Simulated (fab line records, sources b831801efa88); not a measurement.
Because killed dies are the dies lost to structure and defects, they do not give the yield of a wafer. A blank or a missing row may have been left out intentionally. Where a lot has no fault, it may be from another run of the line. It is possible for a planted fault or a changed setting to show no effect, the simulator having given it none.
8D (eight disciplines) problem report, filled in by code ; flow sky130 ; the parts of the form that need people (team, actions taken, sign-off) are left out

1. WHAT WENT WRONG
Wafers without a fault read 0.855 a.u., standard deviation 0.0048; oes product au at SKY_VIA2_ETCH_14 reads a mean of 0.784 a.u. on 5 wafers belonging to 3 lots. That puts it -15 standard deviations away from the usual mean.
The step: etches BARC in N2/H2, stops on SiO2, time 45.9 s, target depth 60 nm.
Earliest sighting: wafer L540.1 on rie diel-01 at day 36 14:54. Wafers with a number at this step in the record: 45, from 15 lots. Rule for "out" (also "out of limits"): further than 4 standard deviations from the usual mean. The rest of the wafers with a number are treated as sound.

2. WHAT IT IS AND WHAT IT IS NOT
question;is;is not
which readings at this step;oes product au;drypump motor current A, throttle valve pct
which lots;L540, L541, L542;L538, L543, L550, L551, L553, L554, L555, L556, L557, L558, L559, L561
which wafers of those lots;L540.1, L540.4, L541.2, L542.1, L542.2;L540.6, L541.5, L541.6, L542.6
read on which tools;rie diel-01;rie diel-02
when;from day 36 14:54;"up to then (4 sound wafers); but 36 sound wafers of L541, L542, L543, L550, L551, L553, L554, L555, L556, L557, L558, L559, L561 came after"

3. SUSPECTS, AND WHAT RULES EACH OUT
Counting: a tool at a process step up to the reading stays a suspect if it ran every lot that is out. Sound lots after the first of them don't rule it out here, since some wafers of a struck lot are sound.
- rie diel-01 at SKY_VIA2_ETCH_14 (etches BARC in N2/H2, stops on SiO2, time 45.9 s, target depth 60 nm): kept. Every lot that is out went through it, the first being L540 (day 36 14:54); the last sound lot it ran before that was L538 (day 36 00:24). Its own readings are out on those wafers: oes product au.
Left after counting: rie diel-01 at SKY_VIA2_ETCH_14.

4. THE CAUSE (what the simulator had put in)
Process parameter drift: rie diel-01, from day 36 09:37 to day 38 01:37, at SKY_VIA2_ETCH_14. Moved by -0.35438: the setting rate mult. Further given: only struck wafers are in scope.
This tool alone remained once counting was done.

5. THE CHAIN OF EFFECTS, in route order
Rows list readings where the struck wafers' mean (over those with a number) sits beyond 3 standard deviations from the usual. Only readings whose record carries a usual standard deviation are examined. hours: median over the lots of the time between each lot's start at the first step of this table that gives one and its start at this step. sigmas: the change, counted in usual standard deviations.
hours;step;reading;usual;on struck wafers;change;sigmas
0;SKY_VIA2_ETCH_14;oes product au;0.855 a.u.;0.784;-0.071;-15
0;SKY_VIA2_ETCH_15;oes product au;0.939 a.u.;0.578;-0.361;-78
0;SKY_VIA2_STRIP_16;strip time to endpoint s;4.040 s;4.182;+0.142;+6.2
It contains these process steps:
- SKY_VIA2_ETCH_14: etches BARC in N2/H2, stops on SiO2, time 45.9 s, target depth 60 nm.
- SKY_VIA2_ETCH_15: etches SiO2 in C4F8/O2/Ar, stops on TiN, target depth 546 nm, time 84 s.
- SKY_VIA2_STRIP_16: strips in O2/N2.

6. WHAT WOULD HAVE CAUGHT IT SOONER
First out-of-limits reading in this record: day 36 14:54, which is 5 hours after fault onset at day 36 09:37.
